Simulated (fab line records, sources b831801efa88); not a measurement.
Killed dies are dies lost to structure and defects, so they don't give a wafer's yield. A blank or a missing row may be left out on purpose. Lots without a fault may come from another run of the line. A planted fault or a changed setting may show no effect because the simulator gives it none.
A struck lot beside a sound one | flow gf180mcu | 41 steps out of a route of 602
Sound: wafers L110.1, L110.2, L110.3. Struck: wafer L129.2. (L129.1, L129.4 of the same lot were not struck and are left out.) The cause comes at the end.
At each step with rows: each side's tool, then ch and its chambers, then its first start. Under that, the readings that differ: sound wafers | struck wafers | difference of the means | sigmas: that difference in standard deviations of wafers without a fault.
alike: readings whose means differ by less than 2 such deviations, and words and numbers that are the same on both sides. not compared: withheld readings, readings that some wafer has no value for, bounds like >300 that may hide the same value, and numbers for which the record gives no deviation and whose values overlap.
The two part at a step that has a row with sigmas, a row that says differs or no value, or rows on one side only. Numbers that don't overlap but have no deviation are shown without sigmas and don't part them. A reading that every wafer of one side lacks parts them only if that side has two wafers or more.

GF_V4_RS_MEAS_24: measures by four-point-probe.
  sound on film_metro-01, day 24 02:01; struck on film_metro-02, day 30 16:19
  reading          | sound             | struck | difference | sigmas
  V4_W_RS (ohm/sq) | 0.331 0.331 0.333 | 0.323  | -0.009     | -3
GF_V4_THK_MEAS_25: measures by xrf.
  sound on film_metro-01, day 24 02:08; struck on film_metro-02, day 30 16:26
  reading       | sound       | struck | difference | sigmas
  V4_W_THK (nm) | 329 331 330 | 343    | +13        | +3
GF_V4_CMP_26: polishes, stops on SiO2, t overpolish 15 s, target thk 0 nm.
  sound on cmp-02 ch 1,2,3, day 24 02:11; struck on cmp-01 ch 3, day 30 16:29
  reading                | sound    | struck | difference | sigmas
  time_to_endpoint_s (s) | 87 86 88 | 79     | -8         | -2
  alike: motor_current_A, overpolish_run_s
then, 1 step without rows for these wafers: GF_MIM_SPUTTER_00 (material Ti, target thk 37.5 nm, time 150 s).
GF_MIM_SPUTTER_01: material TiN, target thk 30 nm, time 25 s.
  sound on pvd_sputter-01, day 24 02:35; struck on pvd_sputter-01, day 30 16:53
  alike: throttle_valve_pct
then, 2 steps without rows for these wafers: GF_MIM_SPUTTER_02 (material AlCu, target thk 450 nm, time 23.9 s); GF_MIM_SPUTTER_03 (material Ti, target thk 10 nm, time 6.7 s).
GF_MIM_SPUTTER_04: material TiN, target thk 50 nm, time 41.7 s.
  sound on pvd_sputter-01, day 24 02:40; struck on pvd_sputter-01, day 30 16:58
  alike: throttle_valve_pct
GF_MIM_CVD_05: deposits Si3N4, target thk 42 nm, time 29.086 s.
  sound on pecvd-03 ch 0,1,2, day 24 02:43; struck on pecvd-04 ch 0, day 30 17:01
  alike: heater_power_w
GF_MIM_THK_MEAS_06:
  sound on film_metro-04, day 24 02:45; struck on film_metro-03, day 30 17:02
  alike: MIM_CVD_05_THK
then, 2 steps without rows for these wafers: GF_MIM_SPUTTER_07 (material TiN, target thk 60 nm, time 50 s); GF_MIM_SPUTTER_08 (material AlCu, target thk 200 nm, time 10.6 s).
GF_MIM_SPUTTER_09: material TiN, target thk 35 nm, time 29.2 s.
  sound on pvd_sputter-04, day 24 02:52; struck on pvd_sputter-04, day 30 17:10
  reading                                 | sound             | struck | difference | sigmas
  throttle_valve_pct (%)                  | 29.7 31.3 29.6    | 31.5   | +1.3       | +2
  model.TiN_of_MIM_SPUTTER_09.thk_nm (nm) | 35.54 35.12 35.41 | 27.48  | -7.88      |
GF_MIM_RS_MEAS_10: measures by four-point-probe.
  sound on film_metro-04, day 24 02:55; struck on film_metro-03, day 30 17:12
  alike: MIM_ALCU_RS
GF_MIM_THK_MEAS_11: measures by xrf.
  sound on film_metro-04, day 24 03:02; struck on film_metro-03, day 30 17:19
  alike: MIM_ALCU_THK
then, 18 steps without rows for these wafers: GF_MIM_DEHYDRATE_12 (time 60 s); GF_MIM_HMDS_13 (prime time 60 s); GF_MIM_COAT_14 (resist thk 1000 nm); GF_MIM_SOFTBAKE_15 (time 60 s); GF_MIM_EXPOSE_16 (exposes mask FuseTop, target cd 2000 nm); GF_MIM_PEB_17; GF_MIM_DEVELOP_18 (develop time 60 s); GF_MIM_METAL_ETCH_19 (etches the open film in Cl2/BCl3, stops on Si3N4, target depth 324.5 nm, time 54.1 s); GF_MIM_STRIP_20 (strips in O2/N2); GF_MIM_STRIP_21 (strips in post etch residue remover, time 1200 s); GF_MIM_CLEAN_22 (cleans in DIW); GF_M5_DEHYDRATE_00 (time 60 s); GF_M5_HMDS_01 (prime time 60 s); GF_M5_COAT_02 (resist thk 1000 nm); GF_M5_SOFTBAKE_03 (time 60 s); GF_M5_EXPOSE_04 (exposes mask Metal5, target cd 280 nm); GF_M5_PEB_05 (peb time 90 s); GF_M5_DEVELOP_06 (develop time 60 s).
GF_M5_CD_MEAS_07: target cd 280 nm.
  sound on cd_sem-01, day 25 22:40; struck on cd_sem-01, day 32 03:50
  alike: cd_nm
GF_M5_OVL_MEAS_08:
  sound on overlay-02, day 25 22:47; struck on overlay-01, day 32 03:58
  alike: M5_OVL
then, 1 step without rows for these wafers: GF_M5_ETCH_09 (etches Si3N4 in CF4/O2, target depth 52 nm, time 11.6 s).
GF_M5_METAL_ETCH_10: etches the open film in Cl2/BCl3, stops on SiO2, target depth 627.5 nm, time 104.6 s.
  sound on rie_metal-02 ch 0,1, day 25 22:50; struck on rie_metal-03 ch 1, day 32 04:01
  reading                | sound                | struck | difference | sigmas
  throttle_valve_pct (%) | 28.254 28.244 28.235 | 28.267 | +0.023     | +2
  alike: drypump_motor_current_A, oes_product_au
  not compared: rf_hours_counter_h
then, 1 step without rows for these wafers: GF_M5_STRIP_11 (strips in O2/N2).
GF_M5_STRIP_12: strips in post etch residue remover, time 1200 s.
  sound on wet_bench-02 ch 2, day 25 23:03; struck on wet_bench-02 ch 3, day 32 04:21
  reading                                 | sound             | struck | difference | sigmas
  model.TiN_of_MIM_SPUTTER_09.thk_nm (nm) | 34.71 34.29 34.58 | 26.64  | -7.89      |
then, 2 steps without rows for these wafers: GF_M5_CLEAN_13 (cleans in DIW); GF_PASSIVATION_PROBE_99.

WHERE THEY PART
First at GF_V4_RS_MEAS_24; last, within this record, at GF_M5_METAL_ETCH_10.

WHY: what the simulator had put in
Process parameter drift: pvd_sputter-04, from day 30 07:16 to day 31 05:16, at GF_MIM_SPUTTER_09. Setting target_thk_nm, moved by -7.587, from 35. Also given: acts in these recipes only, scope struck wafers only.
